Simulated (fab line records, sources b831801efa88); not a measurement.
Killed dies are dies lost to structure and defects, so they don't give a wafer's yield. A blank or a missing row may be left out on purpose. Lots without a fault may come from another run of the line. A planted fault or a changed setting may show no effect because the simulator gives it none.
Chamber matching | flow gf180mcu | GF_V5_CMP_26 on cmp-02: 4 sister chambers
The step polishes, stops on SiO2, t overpolish 15 s, target thk 0 nm. 24 wafers are shown with their chamber, then 12 later ones without.

WAFERS WITH THEIR CHAMBER
wafer  | chamber | motor_current_A (A) | time_to_endpoint_s (s) | overpolish_run_s (s)
L075.3 | 0       | 11.3                | 83.3                   | 14.998
L075.4 | 3       | 13.9                | 86.5                   | 14.992
L075.6 | 3       | 14.4                | 79.7                   | 15.008
L076.1 | 3       | 14.8                | 83.2                   | 14.999
L076.2 | 1       | 10.8                | 91.5                   | 14.998
L076.4 | 2       | 10.8                | 81.4                   | 15.000
L080.3 | 2       | 10.8                | 82.2                   | 14.990
L080.4 | 1       | 10.8                | 89.8                   | 14.999
L080.5 | 2       | 11.6                | 81.3                   | 15.003
L081.1 | 3       | 15.1                | 81.5                   | 14.998
L081.3 | 2       | 11.0                | 82.6                   | 15.004
L081.5 | 2       | 10.9                | 82.9                   | 15.004
L085.2 | 2       | 10.8                | 81.1                   | 15.004
L085.4 | 0       | 10.9                | 82.2                   | 15.005
L085.5 | 1       | 10.5                | 87.2                   | 14.999
L086.1 | 2       | 11.5                | 81.2                   | 14.991
L086.2 | 1       | 10.4                | 85.7                   | 15.001
L086.5 | 3       | 14.7                | 81.3                   | 15.011
L090.3 | 1       | 11.4                | 88.5                   | 14.990
L090.4 | 0       | 11.1                | 84.5                   | 14.985
L090.6 | 3       | 14.8                | 80.9                   | 14.995
L091.1 | 2       | 10.5                | 82.3                   | 14.998
L091.3 | 0       | 11.2                | 79.4                   | 14.989
L091.5 | 3       | 15.0                | 78.3                   | 15.010

SIGNATURES (means of the wafers above)
reading            | chamber 0 | chamber 1 | chamber 2 | chamber 3 | scatter within a chamber
motor_current_A    | 11.125    | 10.780    | 10.988    | 14.671    | 0.366
time_to_endpoint_s | 82.350    | 88.540    | 81.875    | 81.629    | 1.99
overpolish_run_s   | 14.99425  | 14.99740  | 14.99925  | 15.00186  | 0.00674
Rule: a wafer's distance from a chamber is the root of the sum, over the readings, of the square of ((its reading less the chamber's mean) divided by the reading's scatter). The wafer belongs to the nearest chamber; if the next one is less than 2 further off, it can't be placed. The scatter: the root of (the sum of the squares of (reading less its chamber's mean) over the shown wafers, divided by (wafers less chambers)).

WAFERS WITHOUT THEIR CHAMBER
wafer  | motor_current_A (A) | time_to_endpoint_s (s) | overpolish_run_s (s)
L092.1 | 10.8                | 85.7                   | 14.998
L092.3 | 15.2                | 78.8                   | 15.011
L092.5 | 15.0                | 80.3                   | 15.020
L093.2 | 11.2                | 82.6                   | 14.989
L093.3 | 14.2                | 78.2                   | 15.001
L093.5 | 11.3                | 82.2                   | 14.996
L094.2 | 15.4                | 84.3                   | 15.009
L094.4 | 10.8                | 85.2                   | 14.998
L094.5 | 11.2                | 84.5                   | 14.996
L096.3 | 10.5                | 87.0                   | 14.994
L096.4 | 11.5                | 84.6                   | 14.995
L096.5 | 14.3                | 80.5                   | 15.004

WHICH CHAMBER EACH WENT THROUGH
wafer  | from the rows above          | in truth
L092.1 | can't be placed: 1 or 0 or 2 | 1
L092.3 | 3                            | 3
L092.5 | 3                            | 3
L093.2 | can't be placed: 0 or 2      | 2
L093.3 | 3                            | 3
L093.5 | can't be placed: 0 or 2      | 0
L094.2 | 3                            | 3
L094.4 | can't be placed: 1 or 2 or 0 | 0
L094.5 | can't be placed: 0 or 2 or 1 | 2
L096.3 | can't be placed: 1 or 0 or 2 | 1
L096.4 | can't be placed: 0 or 2 or 1 | 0
L096.5 | 3                            | 3
Placed correctly: 5 of 12. Can't be placed from these rows: 7 (the true chamber is among the candidates in 7). Placed wrongly: 0.
